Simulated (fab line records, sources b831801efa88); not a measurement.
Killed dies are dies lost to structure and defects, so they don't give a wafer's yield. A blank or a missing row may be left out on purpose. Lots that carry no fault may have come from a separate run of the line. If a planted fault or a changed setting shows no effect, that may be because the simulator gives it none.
fab line records | flow gf180mcu | part 2 of 2: steps 28 to 37 of 37
record lots=5 wafers=15 lastDay=33
route steps=602 shown PSD@248 NSD@262 SAB@264 SALICIDE@278
lots with no fault: from the same line, run without faults
startH: the number of hours between the record's first day and the start of the first shown wafer of the lot | waitH: hours from the lot's prior step to this one | " same as the row above | L1.1+2: a row that stands for several wafers | - no value, or no start was given | * or withheld: withheld | < > ~ a bound
route shown NAME@n: names a module that has steps shown in the file, with the first one's number in the route | usual: mean/standard deviation of fault-free wafers | same: alike in all rows | chamber/n: place in a boat | sites: per-site readings | _std_site: standard deviation across them | _edge_site: outer sites' mean less inner sites' | radiusMm: how far each site lies from the wafer's centre | mask NAME#n: copy n | behind: the tool/chamber that last shaped the wafer | hold: what put the lot on hold/how long, in hours/how the hold closed | device: whichever transistor did not switch (one of n, p or np) | end of line: at the end of the route, the tests of the same wafers | where a step has no rows: the recipe by itself | killed: dies lost to structure and defects at the first sort, not the wafer's yield | map: per-die view of a wafer (x killed, . not killed, _ where there is no die)
set.NAME: the setting the step ran with; set.NAME@STEP: the setting that earlier step ran with | model.NAME: the simulator's own value behind a step, which no gauge read
lots at some steps of the route; a table a step, a row a wafer
services: from which hour (startH, from the record's first day; less than 0 if before it) a tool's chamber was out of use, for how many hours, and why
## steps
# step GF_SAB_ETCH_11
# recipe chemistry=C4F8/O2/Ar maskMaterial=NOVOLAK target=SiO2 targetDepthNm=55 sourceW=1500 biasW=1200 pressureMtorr=40 c4f8FlowSccm=withheld O2_flow_sccm=6 Ar_flow_sccm=300 timeS=8.5
# usual oesProductAu=1.003/0.0083
# columns lot.wafer tool chamber startH waitH oesProductAu rfHoursCounterH
L074.1 rieDiel-04 3 344.44 0.0 0.998 81
L074.4 " 2 " " 1.005 20
L074.5 " 0 " " 0.993 -
L075.1 rieDiel-04 3 349.84 0.0 1.006 81
L075.2 " 2 " " 1.010 20
L075.6 " 2 " " 1.005 -
L087.2 rieDiel-04 1 454.94 0.0 0.998 68
L087.5 " 0 " " 1.002 -
L087.6 " 1 " " 1.010 -
L089.1 rieDiel-03 2 469.49 0.0 1.016 9
L089.2 " 1 " " 1.000 9
L089.5 " 1 " " 0.995 -
L092.3 rieDiel-03 2 491.98 0.0 1.017 9
L092.5 " 1 " " 0.996 -
L092.6 " 2 " " 1.015 -
# step GF_SAB_WET_ETCH_12
# recipe chemistry=dHF targetDepthNm=22 dry=n2Spin target=SiO2 tempC=25 dilution=100:1 timeS=440
# columns lot.wafer tool chamber startH waitH
L074.1+4+5 wetBench-02 1 344.46 0.0
L075.1+2+6 wetBench-03 1 349.86 0.0
L087.2+5+6 wetBench-04 1 454.96 0.0
L089.1+2+5 wetBench-02 3 469.51 0.0
L092.3+5+6 wetBench-04 3 492.01 0.0
# step GF_SAB_STRIP_13
# recipe chemistry=O2/N2 powerW=1400 pressureMtorr=1500 platenTempC=250 o2FlowSccm=3000 n2FlowSccm=300 overashFraction=0.5
# usual drypumpMotorCurrentA=5.6/0.52 heaterPowerW=310/23 oesProductAu=0.710/0.0042 stripTimeToEndpointS=12.56/0.033
# columns lot.wafer tool chamber startH waitH drypumpMotorCurrentA heaterPowerW oesProductAu rfHoursCounterH stripTimeToEndpointS
L074.1 plasmaAsher-04 0 344.60 0.0 5.8 274 0.714 59 12.55
L074.4 " 0 " " 5.8 268 0.711 - 12.53
L074.5 " 1 " " 4.8 327 0.711 - 12.57
L075.1 plasmaAsher-04 1 349.99 0.0 4.8 335 0.716 59 12.58
L075.2 " 0 " " 5.8 272 0.707 59 12.57
L075.6 " 0 " " 5.8 281 0.711 - 12.57
L087.2 plasmaAsher-03 1 455.09 0.0 6.0 321 0.712 78 12.61
L087.5 " 1 " " 6.0 312 0.708 - 12.63
L087.6 " 0 " " 6.0 293 0.706 - 12.59
L089.1 plasmaAsher-04 0 469.67 0.0 5.8 280 0.705 70 12.53
L089.2 " 1 " " 4.8 329 0.707 70 12.54
L089.5 " 1 " " 4.8 323 0.708 - 12.59
L092.3 plasmaAsher-03 1 492.18 0.0 6.0 324 0.698 - 12.50
L092.5 " 0 " " 6.0 301 0.710 - 12.58
L092.6 " 1 " " 6.0 318 0.709 - 12.58
# step GF_SALICIDE_CLEAN_00
# recipe chemistry=SC1/SC2 mix=1:4:20 tempC=70 timeS=150
# columns lot.wafer tool chamber startH waitH
L074.1+4+5 wetBench-01 3 344.70 0.1
L075.1+2+6 wetBench-02 1 350.09 0.1
L087.2+5+6 wetBench-03 3 455.19 0.1
L089.1+2+5 wetBench-01 1 469.77 0.1
L092.3+5+6 wetBench-02 2 492.25 0.0
# step GF_SALICIDE_WET_ETCH_01
# recipe chemistry=dHF targetDepthNm=5 dry=ipaMarangoni target=SiO2 tempC=25 dilution=100:1 timeS=100
# columns lot.wafer tool chamber startH waitH
L074.1+4+5 wetBench-03 1 344.75 0.0
L075.1+2+6 wetBench-01 3 350.14 0.0
L087.2+5+6 wetBench-01 1 455.25 0.0
L089.1+2+5 wetBench-03 0 469.82 0.0
L092.3+5+6 wetBench-01 2 492.30 0.0
# step GF_SALICIDE_SPUTTER_02
# recipe material=Co targetThkNm=10 powerW=1000 timeS=20 chamberPressurePa=0.4
# usual chamberPressurePa=0.4000/0.00089 throttleValvePct=30.1/1
# columns lot.wafer tool chamber startH waitH chamberPressurePa throttleValvePct
L074.1 pvdSputter-01 - 344.79 0.0 0.3999 30.2
L074.4 " - " " 0.4002 30.0
L074.5 " - " " 0.4008 31.5
L075.1 pvdSputter-02 - 350.18 0.0 0.4010 29.5
L075.2 " - " " 0.4014 28.0
L075.6 " - " " 0.3998 30.5
L087.2 pvdSputter-03 - 455.29 0.0 0.3992 30.7
L087.5 " - " " 0.4008 28.9
L087.6 " - " " 0.4001 29.2
L089.1 pvdSputter-01 - 469.86 0.0 0.4003 30.2
L089.2 " - " " 0.3996 29.8
L089.5 " - " " 0.4006 30.2
L092.3 pvdSputter-02 - 492.37 0.0 0.3999 31.3
L092.5 " - " " 0.4009 31.3
L092.6 " - " " 0.4010 28.3
# step GF_SALICIDE_SPUTTER_03
# recipe material=TiN targetThkNm=20 powerW=6500 timeS=16.7 chamberPressurePa=0.4
# usual chamberPressurePa=0.4001/0.00093 throttleValvePct=30.1/1.1
# columns lot.wafer tool chamber startH waitH chamberPressurePa throttleValvePct
L074.1 pvdSputter-01 - 344.81 0.0 0.4004 30.1
L074.4 " - " " 0.4014 29.9
L074.5 " - " " 0.4013 31.8
L075.1 pvdSputter-02 - 350.21 0.0 0.4001 29.5
L075.2 " - " " 0.4009 28.3
L075.6 " - " " 0.4003 30.5
L087.2 pvdSputter-03 - 455.32 0.0 0.3993 30.7
L087.5 " - " " 0.4011 29.0
L087.6 " - " " 0.4013 28.8
L089.1 pvdSputter-01 - 469.89 0.0 0.4008 30.2
L089.2 " - " " 0.3992 29.8
L089.5 " - " " 0.4011 29.7
L092.3 pvdSputter-02 - 492.40 0.0 0.3980 31.4
L092.5 " - " " 0.3977 31.2
L092.6 " - " " 0.3999 28.0
# step GF_SALICIDE_RS_MEAS_04
# recipe thkMeasGauge=four-point-probe reads=TiN_of_SALICIDE_SPUTTER_03+Co_of_SALICIDE_SPUTTER_02
# usual SALICIDE_TIN_RS=16.33/0.26
# columns lot.wafer tool chamber startH waitH SALICIDE_TIN_RS[ohm/sq]
L074.1 filmMetro-03 - 344.84 0.0 16.42
L074.4 " - " " 16.11
L074.5 " - " " 16.71
L075.1 filmMetro-01 - 350.23 0.0 16.77
L075.2 " - " " 16.27
L075.6 " - " " 16.70
L087.2 filmMetro-03 - 455.36 0.0 16.02
L087.5 " - " " 16.07
L087.6 " - " " 16.42
L089.1 filmMetro-02 - 469.91 0.0 16.60
L089.2 " - " " 16.07
L089.5 " - " " 16.52
L092.3 filmMetro-02 - 492.46 0.1 16.57
L092.5 " - " " 16.37
L092.6 " - " " 16.44
# step GF_SALICIDE_THK_MEAS_05
# recipe thkMeasGauge=xrf reads=TiN_of_SALICIDE_SPUTTER_03
# usual SALICIDE_TIN_THK=19.79/0.24
# columns lot.wafer tool chamber startH waitH SALICIDE_TIN_THK[nm]
L074.1 filmMetro-03 - 344.96 0.1 19.93
L074.4 " - " " 19.92
L074.5 " - " " 19.93
L075.1 filmMetro-01 - 350.35 0.1 19.34
L075.2 " - " " 19.30
L075.6 " - " " 19.57
L087.2 filmMetro-03 - 455.47 0.1 20.12
L087.5 " - " " 19.99
L087.6 " - " " 20.03
L089.1 filmMetro-02 - 470.03 0.1 20.32
L089.2 " - " " 20.34
L089.5 " - " " 20.28
L092.3 filmMetro-02 - 492.56 0.1 19.52
L092.5 " - " " 19.39
L092.6 " - " " 19.20
# step GF_SALICIDE_RTA_06
# recipe tempC=530 timeS=30 ambient=N2
# usual lampPowerPct=6.5/0.59 wafer_temp_C_max=533.4/1.2
# columns lot.wafer tool chamber startH waitH lampPowerPct wafer_temp_C_max
L074.1 rtpAnneal-01 0 345.02 0.1 7.1 533.0
L074.4 " 0 " " 7.2 534.2
L074.5 " 0 " " 7.2 533.0
L075.1 rtpAnneal-02 0 350.41 0.1 6.0 533.1
L075.2 " 0 " " 6.0 532.5
L075.6 " 0 " " 6.0 531.8
L087.2 rtpAnneal-02 0 455.54 0.1 6.0 532.2
L087.5 " 0 " " 6.0 532.9
L087.6 " 0 " " 6.0 532.5
L089.1 rtpAnneal-01 0 470.09 0.1 7.2 534.3
L089.2 " 0 " " 7.1 534.6
L089.5 " 0 " " 7.2 535.2
L092.3 rtpAnneal-01 0 492.64 0.1 7.2 533.8
L092.5 " 0 " " 7.2 534.7
L092.6 " 0 " " 7.2 533.4
## services
# columns tool chamber startH hours kind
pvdSputter-01 - 292.73 1.3 repair
pecvd-01 - 297.46 0.7 repair
plasmaAsher-03 - 318.17 7.6 repair
pvdSputter-01 - 331.83 11.2 repair
plasmaAsher-01 - 343.06 2.8 pm
plasmaAsher-01 - 353.56 8.5 repair
plasmaAsher-04 - 354.21 15.6 pm
ilineStepper-02 - 361.95 1.7 pm
implanter-01 - 363.25 0.7 repair
rieDiel-04 0 368.74 1.7 repair
pecvd-01 - 368.88 14.0 pm
pecvd-01 1 372.68 12.5 repair
implanter-01 - 388.63 15.1 pm
ilineStepper-01 - 395.62 15.1 repair
rtpAnneal-02 - 401.05 1.0 pm
plasmaAsher-03 - 402.21 2.8 repair
rieDiel-04 - 404.88 0.3 repair
wetBench-03 - 408.16 6.8 repair
ilineStepper-01 - 410.70 8.9 pm
ilineStepper-01 - 419.59 4.4 pm
ilineStepper-01 - 425.44 1.7 pm
wetBench-02 - 443.58 1.9 pm
ilineStepper-02 - 466.09 5.4 repair
ilineStepper-01 - 481.75 6.8 repair
